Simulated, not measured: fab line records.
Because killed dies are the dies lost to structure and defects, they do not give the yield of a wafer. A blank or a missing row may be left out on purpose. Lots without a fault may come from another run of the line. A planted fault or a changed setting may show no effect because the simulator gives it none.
A sampling plan put to the test / flow sky130 / one fab line, 9 faults that these records tell of, each judged on the records of the lots that it struck; 3 more are left out, because the records don't allow judging them
Plan = the line's own looks (route steps where a gauge or an inspection reads the wafer without altering it). Where struck wafers have a number at a look and the file lists that look's usual mean and standard deviation on fault-free wafers, the look can be judged. Caught: at a look after the fault's first step, the mean of the struck wafers lies 4 or more of those standard deviations (sigma) from the usual mean. On the tool: the same test on the tool's own readings at the fault's steps. Caught also covers a different recipe on the struck wafers, or a record left blank for those wafers only.

== THE FAULTS, as the simulator had put them in ==
1. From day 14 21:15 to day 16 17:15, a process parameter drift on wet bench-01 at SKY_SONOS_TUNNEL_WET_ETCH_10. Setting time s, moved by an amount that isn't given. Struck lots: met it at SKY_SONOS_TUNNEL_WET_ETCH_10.
2. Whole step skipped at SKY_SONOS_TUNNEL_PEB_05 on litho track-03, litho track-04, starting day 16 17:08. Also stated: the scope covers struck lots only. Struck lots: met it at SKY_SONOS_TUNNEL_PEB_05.
3. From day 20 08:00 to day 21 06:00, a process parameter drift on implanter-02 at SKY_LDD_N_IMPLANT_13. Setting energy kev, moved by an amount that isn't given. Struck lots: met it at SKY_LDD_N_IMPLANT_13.
4. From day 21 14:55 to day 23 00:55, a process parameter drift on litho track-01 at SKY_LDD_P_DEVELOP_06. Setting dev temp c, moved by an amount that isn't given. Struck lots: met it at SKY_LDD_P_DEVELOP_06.
5. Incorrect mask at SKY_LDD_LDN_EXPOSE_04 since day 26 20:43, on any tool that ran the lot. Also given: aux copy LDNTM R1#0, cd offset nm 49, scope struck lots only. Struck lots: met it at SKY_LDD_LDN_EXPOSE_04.
6. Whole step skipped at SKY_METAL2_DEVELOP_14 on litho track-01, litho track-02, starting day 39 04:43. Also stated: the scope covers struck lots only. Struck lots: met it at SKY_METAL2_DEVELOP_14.
7. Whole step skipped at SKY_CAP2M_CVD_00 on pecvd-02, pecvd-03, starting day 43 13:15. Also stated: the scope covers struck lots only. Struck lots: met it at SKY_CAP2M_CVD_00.
8. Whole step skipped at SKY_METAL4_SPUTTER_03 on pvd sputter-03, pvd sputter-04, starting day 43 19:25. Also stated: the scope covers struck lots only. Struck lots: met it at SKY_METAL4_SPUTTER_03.
9. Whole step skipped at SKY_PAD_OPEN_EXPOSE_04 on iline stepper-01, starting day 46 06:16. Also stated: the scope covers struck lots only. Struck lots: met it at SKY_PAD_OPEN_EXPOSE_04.

== WHAT THE PLAN SAW ==
fault=1; on the tool itself=run length s -39 sigma; first look that catches it=no look after it can be judged; reading, sigma=-; median hours from its first step to that look=-; hours from the fault's start to the first struck lot there=-; judged looks passed uncaught=0
fault=2; on the tool itself=no reading that can be judged; first look that catches it=none of the 2 looks that can be judged after it; reading, sigma=-; median hours from its first step to that look=-; hours from the fault's start to the first struck lot there=-; judged looks passed uncaught=2
fault=3; on the tool itself=beam energy keV +84 sigma; first look that catches it=no look after it can be judged; reading, sigma=-; median hours from its first step to that look=-; hours from the fault's start to the first struck lot there=-; judged looks passed uncaught=0
fault=4; on the tool itself=developer temp C -7.9 sigma; first look that catches it=no look after it can be judged; reading, sigma=-; median hours from its first step to that look=-; hours from the fault's start to the first struck lot there=-; judged looks passed uncaught=0
fault=5; on the tool itself=under 2 sigma; first look that catches it=not the one look that can be judged after it; reading, sigma=-; median hours from its first step to that look=-; hours from the fault's start to the first struck lot there=-; judged looks passed uncaught=1
fault=6; on the tool itself=the tool's record is blank for the struck wafers; first look that catches it=no look after it can be judged; reading, sigma=-; median hours from its first step to that look=-; hours from the fault's start to the first struck lot there=-; judged looks passed uncaught=0
fault=7; on the tool itself=the tool's record is blank for the struck wafers; first look that catches it=no look after it can be judged; reading, sigma=-; median hours from its first step to that look=-; hours from the fault's start to the first struck lot there=-; judged looks passed uncaught=0
fault=8; on the tool itself=the tool's record is blank for the struck wafers; first look that catches it=no look after it can be judged; reading, sigma=-; median hours from its first step to that look=-; hours from the fault's start to the first struck lot there=-; judged looks passed uncaught=0
fault=9; on the tool itself=no reading that can be judged; first look that catches it=no look after it can be judged; reading, sigma=-; median hours from its first step to that look=-; hours from the fault's start to the first struck lot there=-; judged looks passed uncaught=0
Dash: fault not caught, or number not given in these records.

Caught at a look: 0 of 9. Caught on the tool: 6 of 9. By one or the other: 6 of 9.
Faults 1, 3, 4, 6, 7, 8 were caught on the tool alone.
Caught by neither: faults 2, 5, 9.
